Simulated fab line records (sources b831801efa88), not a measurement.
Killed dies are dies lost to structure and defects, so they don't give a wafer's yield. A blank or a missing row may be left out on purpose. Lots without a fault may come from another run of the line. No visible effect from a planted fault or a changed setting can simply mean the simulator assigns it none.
2 desks looking at one fault	flow gf180mcu	numbers are kept per desk, each desk with only its own; the story behind them comes last

THE TOOL OWNER'S DESK: plasma-asher-03
The tool's own readings at GF_SAB_STRIP_13 (strips in O2/N2): means of the sampled wafers that have a number, for each lot that ran on this tool. If a lot's mean is further than 4 standard deviations from the usual mean, the lot is out of limits and carries the mark OUT (the distance appears in the brackets).
Columns: A = drypump-motor-current-A at GF_SAB_STRIP_13, usual 5.9 A; B = heater-power-w at GF_SAB_STRIP_13, usual 352 W; C = o2-flow-sccm at GF_SAB_STRIP_13, usual 3000 sccm; D = oes-product-au at GF_SAB_STRIP_13, usual 0.710 a.u.; E = strip-time-to-endpoint-s at GF_SAB_STRIP_13, usual 12.61 s
lot	first seen here	A	B	C	D	E
L961	day 15 19:46	5.3	330	2985	0.708	12.64
L962	day 16 05:58	5.8	375	3000	0.707	12.62
L967	day 18 03:01	5.3	331	2992	0.713	12.58
L973	day 20 05:37	5.3	335	3003	0.712	12.63
L979	day 22 06:14	5.3	335	2995	0.711	12.58
L980	day 22 15:13	5.8	371	3000	0.708	12.55
This desk found nothing out of limits on any of the 6 lots.

THE METROLOGY DESK
What the gauges read for every lot (on any tool): the sampled wafers with a number, averaged. If a lot's mean is further than 4 standard deviations from the usual mean, the lot is out of limits and carries the mark OUT (the distance appears in the brackets).
Columns: A = PASSIVATION_CVD_02_THK at GF_PASSIVATION_THK_MEAS_03, usual 703 nm
lot	first seen here	A
L960	day 28 12:23	708
L961	day 28 19:58	705
L962	day 29 03:45	693
L963	day 29 11:42	701
L964	day 29 19:59	692
L966	day 30 10:28	701
L967	day 30 17:52	706
L969	day 31 01:55	706
L970	day 31 10:30	692
L972	day 31 23:45	703
L973	day 32 06:25	692
L974	day 32 11:21	693
L979	day 33 17:31	703
L980	day 33 20:51	695
This desk found nothing out of limits on any of the 14 lots.

TAKEN TOGETHER
The tool owner's desk saw nothing out of limits.
Nothing out of limits was seen by the metrology desk.

WHAT HAD BEEN PUT IN BY THE SIMULATOR
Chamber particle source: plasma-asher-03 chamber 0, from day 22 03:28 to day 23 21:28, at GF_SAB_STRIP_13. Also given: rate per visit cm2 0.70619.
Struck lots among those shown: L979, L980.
